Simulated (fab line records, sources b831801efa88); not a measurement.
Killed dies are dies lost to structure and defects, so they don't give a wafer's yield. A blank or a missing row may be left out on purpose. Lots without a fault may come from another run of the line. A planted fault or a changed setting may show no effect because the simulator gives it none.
A sampling plan put to the test | flow gf180mcu | one fab line, 7 faults that these records tell of, each judged on the records of the lots that it struck
The plan is the line's own looks: the steps of the route at which a gauge or an inspection reads the wafer and doesn't change it. A look can be judged if struck wafers have a number there and the file gives its usual mean and standard deviation on fault-free wafers. Caught: at a look after the fault's first step, the mean of the struck wafers lies 4 or more of those standard deviations (sigma) from the usual mean. On the tool: the same test on the tool's own readings at the fault's steps. Another recipe on the struck wafers, or a record that is blank for them alone, also counts as caught.

THE FAULTS, as the simulator had put them in
1. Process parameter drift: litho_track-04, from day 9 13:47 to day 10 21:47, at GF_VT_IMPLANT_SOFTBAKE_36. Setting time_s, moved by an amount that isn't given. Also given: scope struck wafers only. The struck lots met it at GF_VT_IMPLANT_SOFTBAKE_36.
2. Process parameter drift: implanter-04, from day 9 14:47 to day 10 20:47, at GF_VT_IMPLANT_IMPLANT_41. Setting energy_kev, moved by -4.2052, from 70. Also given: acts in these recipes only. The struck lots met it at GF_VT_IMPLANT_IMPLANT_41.
3. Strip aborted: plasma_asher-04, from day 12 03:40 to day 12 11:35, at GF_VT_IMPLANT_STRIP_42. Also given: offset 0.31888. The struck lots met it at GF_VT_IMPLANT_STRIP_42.
4. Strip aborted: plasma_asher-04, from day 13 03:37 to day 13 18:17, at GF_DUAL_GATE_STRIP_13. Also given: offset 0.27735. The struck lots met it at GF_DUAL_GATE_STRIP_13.
5. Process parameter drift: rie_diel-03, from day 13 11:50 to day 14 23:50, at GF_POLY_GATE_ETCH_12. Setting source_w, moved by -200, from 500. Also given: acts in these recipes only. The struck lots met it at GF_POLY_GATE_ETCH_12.
6. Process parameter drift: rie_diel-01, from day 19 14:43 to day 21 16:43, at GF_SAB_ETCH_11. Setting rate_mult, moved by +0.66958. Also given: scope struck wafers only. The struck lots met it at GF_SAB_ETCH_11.
7. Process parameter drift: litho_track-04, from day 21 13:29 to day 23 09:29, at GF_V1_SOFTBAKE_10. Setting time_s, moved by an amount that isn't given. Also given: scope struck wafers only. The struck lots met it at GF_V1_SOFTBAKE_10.

WHAT THE PLAN SAW
fault | on the tool itself                  | first look that catches it                      | reading, sigma | median hours from its first step to that look | hours from the fault's start to the first struck lot there | judged looks passed uncaught
1     | run_length_s +99 or beyond sigma    | no look after it can be judged                  | -              | -                                             | -                                                          | 0
2     | beam_energy_keV -99 or beyond sigma | no look after it can be judged                  | -              | -                                             | -                                                          | 0
3     | oes_product_au +50 sigma            | none of the 2 looks that can be judged after it | -              | -                                             | -                                                          | 2
4     | oes_product_au +42 sigma            | not the one look that can be judged after it    | -              | -                                             | -                                                          | 1
5     | rf_fwd_power_W -99 or beyond sigma  | no look after it can be judged                  | -              | -                                             | -                                                          | 0
6     | oes_product_au +34 sigma            | not the one look that can be judged after it    | -              | -                                             | -                                                          | 1
7     | run_length_s +36 sigma              | not the one look that can be judged after it    | -              | -                                             | -                                                          | 1
A dash: the fault isn't caught, or these records don't give the number.

Caught at a look: 0 of 7. Caught on the tool: 7 of 7. By one or the other: 7 of 7.
Caught on the tool alone: faults 1, 2, 3, 4, 5, 6, 7.
